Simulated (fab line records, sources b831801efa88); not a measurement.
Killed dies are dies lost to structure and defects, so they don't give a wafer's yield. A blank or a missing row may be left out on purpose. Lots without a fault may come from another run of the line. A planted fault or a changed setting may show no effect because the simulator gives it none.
fab line records | flow gf180mcu
record lots=13 wafers=39 last_day=34
route steps=602 shown VT_IMPLANT@121 HV_LDD@221 CONTACT@313 M1@315
lots that met no fault: from a run of the same line without faults
start_h: hours from the record's first day to the start of the lot's first wafer shown | wait_h: hours since the lot's step before | " the same as in the row above | L1.1+2: a row that stands for several wafers | - no value, or no start given | * or withheld: withheld | < > ~ a bound
route shown NAME@n: a module of which the file shows steps, and the number in the route of the first | usual: mean/standard deviation of fault-free wafers | same: alike in all rows | chamber/n: place in a boat | sites: the reading at each site | _std_site: their standard deviation | _edge_site: outer sites' mean less inner sites' | radius_mm: how far each site lies from the wafer's centre | mask NAME#n: copy n | behind: the tool/chamber that last shaped the wafer | hold: why the lot was held/for how many hours/how that ended | device: the transistor (n, p or np) that didn't switch | end of line: the same wafers' tests at the end of the route | a step without rows: its recipe alone | killed: dies lost to structure and defects at the first sort, not the wafer's yield | map: a wafer's dies, x killed, . not, _ none there
set.NAME: the setting as run; set.NAME@STEP: as run at that earlier step | model.NAME: the simulator's own value behind a step, which no gauge read
steps of the route over a sample of lots; a table a step, a row a wafer
services: from which hour (start_h, from the record's first day; less than 0 if before it) a tool's chamber was out of use, for how many hours, and why
## steps
# step GF_VT_IMPLANT_STRIP_31
# recipe chemistry=O2/N2 power_w=1400 pressure_mtorr=1500 platen_temp_c=250 o2_flow_sccm=3000 n2_flow_sccm=300 overash_fraction=0.5
# usual chamber_pressure_mTorr=1500.1/1.3 drypump_motor_current_A=5.6/0.34 heater_power_w=333/20 oes_product_au=0.716/0.0045 strip_time_to_endpoint_s=12.62/0.032
# columns lot.wafer tool chamber start_h wait_h chamber_pressure_mTorr drypump_motor_current_A heater_power_w oes_product_au rf_hours_counter_h strip_time_to_endpoint_s
L461.1 plasma_asher-02 1 155.74 0.1 1501.4 5.4 328 0.719 55 12.62
L461.3 " 1 " " 1500.8 5.4 347 0.722 - 12.63
L461.4 " 0 " " 1500.4 6.2 304 0.710 - 12.61
L462.1 plasma_asher-03 0 160.09 0.1 1499.7 5.9 364 0.721 37 12.66
L462.2 " 1 " " 1502.4 5.3 366 0.722 37 12.58
L462.4 " 1 " " 1500.8 5.3 368 0.711 - 12.65
L464.1 plasma_asher-04 1 172.05 0.1 1500.9 5.4 338 0.718 52 12.67
L464.3 " 1 " " 1500.5 5.4 333 0.718 - 12.66
L464.5 " 1 " " 1500.5 5.4 334 0.721 - 12.69
L465.1 plasma_asher-02 1 180.00 0.1 1500.0 5.3 339 0.715 58 12.60
L465.3 " 1 " " 1501.6 5.4 334 0.713 - 12.61
L465.4 " 0 " " 1501.5 6.2 304 0.715 - 12.64
L466.2 plasma_asher-02 0 185.94 0.1 1500.4 6.2 306 0.723 58 12.60
L466.4 " 1 " " 1501.4 5.3 342 0.722 - 12.59
L466.5 " 1 " " 1501.4 5.3 343 0.721 - 12.58
L467.1 plasma_asher-03 0 193.69 0.1 1500.2 5.9 362 0.717 40 12.59
L467.3 " 0 " " 1500.2 5.9 351 0.715 - 12.59
L467.6 " 1 " " 1498.4 5.2 372 0.708 - 12.58
L468.1 plasma_asher-02 0 198.64 0.1 1499.4 6.2 302 0.720 60 12.64
L468.3 " 1 " " 1499.3 5.3 348 0.710 - 12.66
L468.6 " 1 " " 1497.9 5.4 341 0.715 - 12.67
L469.2 plasma_asher-02 0 209.99 0.1 1500.1 6.2 308 0.712 61 12.58
L469.5 " 0 " " 1501.1 6.2 313 0.714 - 12.58
L469.6 " 1 " " 1498.6 5.4 326 0.714 - 12.57
L471.1 plasma_asher-04 0 222.65 0.1 1499.6 5.5 344 0.714 57 12.64
L471.2 " 1 " " 1502.0 5.4 323 0.716 57 12.60
L471.3 " 1 " " 1502.8 5.5 335 0.716 - 12.59
L474.1 plasma_asher-02 0 241.09 0.1 1503.0 6.2 295 0.717 63 12.62
L474.5 " 0 " " 1500.4 6.2 296 0.717 - 12.61
L474.6 " 1 " " 1500.5 5.3 333 0.720 - 12.63
L477.1 plasma_asher-04 0 260.80 0.1 1499.8 5.5 350 0.713 62 12.61
L477.3 " 0 " " 1499.5 5.5 337 0.717 - 12.61
L477.6 " 0 " " 1499.0 5.5 343 0.719 - 12.61
L480.1 plasma_asher-02 0 278.15 0.1 1498.9 6.2 301 0.707 67 12.60
L480.3 " 1 " " 1498.2 5.3 330 0.707 - 12.59
L480.6 " 0 " " 1500.3 6.2 302 0.722 - 12.59
L482.4 plasma_asher-04 1 292.58 0.1 1498.1 5.5 330 0.711 - 12.58
L482.5 " 1 " " 1498.7 5.5 326 0.722 - 12.57
L482.6 " 0 " " 1500.3 5.5 349 0.710 - 12.58
# step GF_HV_LDD_DEVELOP_45
# recipe develop_time_s=60 dev_temp_c=23
# columns lot.wafer tool chamber start_h wait_h
L461.1+3+4 litho_track-01 0 290.13 0.1
L462.1+2+4 litho_track-01 0 296.48 0.1
L464.1+3+5 litho_track-02 0 308.25 0.1
L465.1+3+4 litho_track-04 0 321.00 0.1
L466.2+4+5 litho_track-01 0 329.15 0.1
L467.1+3+6 litho_track-01 0 336.62 0.1
L468.1+3+6 litho_track-01 0 342.32 0.1
L469.2+5+6 litho_track-01 0 356.55 0.1
L471.1+2+3 litho_track-02 0 371.65 0.1
L474.1+5+6 litho_track-04 0 398.15 0.1
L477.1+3+6 litho_track-04 0 423.65 0.1
L480.1+3+6 litho_track-04 0 440.80 0.1
L482.4+5+6 litho_track-02 0 460.92 0.1
# step GF_HV_LDD_CD_MEAS_46
# recipe target_cd_nm=400
# usual cd_nm=400.4/2.4
# columns lot.wafer tool chamber start_h wait_h hold cd_nm
L461.1 cd_sem-01 - 290.28 0.1 - 404.4
L461.3 " - " " - 404.0
L461.4 " - " " - 403.0
L462.1 cd_sem-01 - 296.63 0.1 - 404.3
L462.2 " - " " - 403.5
L462.4 " - " " - 402.6
L464.1 cd_sem-01 - 308.40 0.1 - 403.5
L464.3 " - " " - 404.5
L464.5 " - " " - 403.9
L465.1 cd_sem-02 - 321.15 0.1 - 404.0
L465.3 " - " " - 403.0
L465.4 " - " " - 402.8
L466.2 cd_sem-01 - 329.30 0.1 - 398.4
L466.4 " - " " - 400.3
L466.5 " - " " - 398.4
L467.1 cd_sem-01 - 336.77 0.1 - 399.1
L467.3 " - " " - 400.1
L467.6 " - " " - 400.4
L468.1 cd_sem-02 - 342.47 0.1 - 399.0
L468.3 " - " " - 397.9
L468.6 " - " " - 396.9
L469.2 cd_sem-01 - 356.69 0.1 - 398.8
L469.5 " - " " - 400.0
L469.6 " - " " - 401.8
L471.1 cd_sem-01 - 371.80 0.1 - 399.2
L471.2 " - " " - 399.1
L471.3 " - " " - 398.8
L474.1 cd_sem-02 - 398.30 0.1 - 398.0
L474.5 " - " " - 397.4
L474.6 " - " " - 398.2
L477.1 cd_sem-01 - 423.80 0.1 await_dispo/0.2h/release 390.7
L477.3 " - " " await_dispo/0.2h/release 391.2
L477.6 " - " " await_dispo/0.2h/release 391.4
L477.1 cd_sem-01 - 424.09 0.3 - 391.2
L477.3 " - " " - 391.6
L477.6 " - " " - 390.9
L480.1 cd_sem-01 - 440.95 0.1 - 392.0
L480.3 " - " " - 393.2
L480.6 " - " " - 391.2
L482.4 cd_sem-01 - 461.06 0.1 - 402.4
L482.5 " - " " - 402.6
L482.6 " - " " - 401.7
# step GF_CONTACT_THK_MEAS_26
# recipe thk_meas_gauge=xrf reads=W_of_CONTACT_CVD_24
# usual CONTACT_W_THK=301/4.1
# columns lot.wafer tool chamber start_h wait_h CONTACT_W_THK[nm]
L461.1 film_metro-03 - 383.14 0.1 296
L461.3 " - " " 297
L461.4 " - " " 299
L462.1 film_metro-01 - 389.81 0.1 303
L462.2 " - " " 307
L462.4 " - " " 299
L464.1 film_metro-03 - 403.65 0.1 295
L464.3 " - " " 293
L464.5 " - " " 297
L465.1 film_metro-03 - 418.49 0.1 299
L465.3 " - " " 301
L465.4 " - " " 300
L466.2 film_metro-03 - 426.60 0.1 294
L466.4 " - " " 293
L466.5 " - " " 292
L467.1 film_metro-03 - 435.77 0.1 300
L467.3 " - " " 298
L467.6 " - " " 298
L468.1 film_metro-02 - 440.99 0.1 301
L468.3 " - " " 307
L468.6 " - " " 304
L469.2 film_metro-02 - 454.77 0.1 303
L469.5 " - " " 304
L469.6 " - " " 299
L471.1 film_metro-01 - 479.14 0.1 299
L471.2 " - " " 302
L471.3 " - " " 305
L474.1 film_metro-01 - 504.36 0.1 299
L474.5 " - " " 298
L474.6 " - " " 306
L477.1 film_metro-03 - 529.12 0.1 297
L477.3 " - " " 296
L477.6 " - " " 292
L480.1 film_metro-01 - 541.51 0.1 300
L480.3 " - " " 306
L480.6 " - " " 303
L482.4 film_metro-01 - 561.02 0.1 298
L482.5 " - " " 296
L482.6 " - " " 299
# step GF_M1_SPUTTER_00
# recipe material=Ti target_thk_nm=37.5 arriving_ion_energy_ev=80 substrate_temp_c=200 chamber_pressure_pa=2 power_w=4000 time_s=150
# usual chamber_pressure_pa=2.000/0.0037 throttle_valve_pct=30.3/0.73
# columns lot.wafer tool chamber start_h wait_h chamber_pressure_pa throttle_valve_pct
L461.1 pvd_sputter-01 - 383.50 0.2 2.004 30.6
L461.3 " - " " 1.994 29.8
L461.4 " - " " 2.000 30.1
L462.1 pvd_sputter-01 - 390.17 0.2 1.997 30.4
L462.2 " - " " 1.998 30.8
L462.4 " - " " 1.991 30.1
L464.1 pvd_sputter-01 - 404.01 0.1 2.003 31.1
L464.3 " - " " 2.001 30.1
L464.5 " - " " 1.999 30.4
L465.1 pvd_sputter-02 - 418.85 0.2 2.000 29.8
L465.3 " - " " 1.996 31.4
L465.4 " - " " 1.998 29.8
L466.2 pvd_sputter-02 - 426.95 0.2 1.998 30.0
L466.4 " - " " 1.999 30.8
L466.5 " - " " 2.000 31.4
L467.1 pvd_sputter-01 - 436.13 0.2 2.001 31.0
L467.3 " - " " 2.000 30.2
L467.6 " - " " 2.000 29.6
L468.1 pvd_sputter-02 - 441.35 0.2 1.998 30.5
L468.3 " - " " 2.003 30.0
L468.6 " - " " 2.009 30.1
L469.2 pvd_sputter-03 - 455.12 0.2 2.002 31.8
L469.5 " - " " 2.001 29.5
L469.6 " - " " 1.998 30.2
L471.1 pvd_sputter-01 - 479.50 0.1 1.995 30.4
L471.2 " - " " 1.999 29.7
L471.3 " - " " 2.002 31.1
L474.1 pvd_sputter-02 - 504.92 0.2 1.996 29.6
L474.5 " - " " 2.001 29.9
L474.6 " - " " 2.007 30.6
L477.1 pvd_sputter-02 - 529.59 0.2 1.996 30.0
L477.3 " - " " 1.993 29.7
L477.6 " - " " 1.999 29.8
L480.1 pvd_sputter-03 - 541.87 0.1 1.997 30.2
L480.3 " - " " 1.996 31.9
L480.6 " - " " 2.000 29.4
L482.4 pvd_sputter-01 - 561.35 0.2 2.002 30.1
L482.5 " - " " 2.006 30.9
L482.6 " - " " 2.005 30.0
## services
# columns tool chamber start_h hours kind
plasma_asher-04 - 150.77 9.4 repair
pvd_sputter-03 - 151.78 1.6 repair
pvd_sputter-03 - 210.10 8.2 repair
plasma_asher-02 - 214.67 13.5 pm
plasma_asher-03 - 258.04 23.3 repair
plasma_asher-03 - 281.30 15.6 pm
plasma_asher-04 - 292.79 14.9 repair
pvd_sputter-01 - 309.85 6.8 repair
pvd_sputter-02 - 357.18 12.0 repair
plasma_asher-02 - 374.66 0.7 repair
pvd_sputter-02 - 381.81 4.1 repair
plasma_asher-02 - 421.25 9.0 pm
plasma_asher-02 0 421.25 9.0 vent_cycle
plasma_asher-02 1 421.25 9.0 vent_cycle
pvd_sputter-01 2 422.46 - consumable_replace:kit
pvd_sputter-01 2 422.46 18.0 scheduled_down
pvd_sputter-01 2 422.46 18.0 vent_cycle
plasma_asher-02 0 430.25 - clean
plasma_asher-02 1 430.25 - clean
pvd_sputter-03 - 450.82 2.4 repair
plasma_asher-04 - 451.39 2.8 pm
pvd_sputter-02 - 467.37 4.0 repair
pvd_sputter-02 - 481.74 8.2 repair
plasma_asher-04 - 541.80 7.8 repair
## key
first_sign step=GF_HV_LDD_CD_MEAS_46 reading=visit direction=added
effect step=GF_HV_LDD_CD_MEAS_46 reading=cd_nm direction=down sigmas=3.7 usual=400.4 struck=391.6
met_at GF_HV_LDD_DEVELOP_45
struck_lots L477,L480
tester_left_out L477,L480
not_acting_at GF_VT_IMPLANT_STRIP_31,GF_CONTACT_THK_MEAS_26,GF_M1_SPUTTER_00
onset_between 398.15 423.65
fault kind=process_parameter_drift tool=litho_track-04 chamber=- onset_h=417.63 steps=GF_HV_LDD_DEVELOP_45 channel=develop_time_s offset=* shape=step end_h=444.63 acts_in=* stated=*
# tester_left_out: of these lots the tester's yield and bins aren't shown, on N5 and GAA mostly nor the transistor test; their killed dies are dies lost to structure and defects alone, not to doping, threshold or leakage, so they don't give the yield
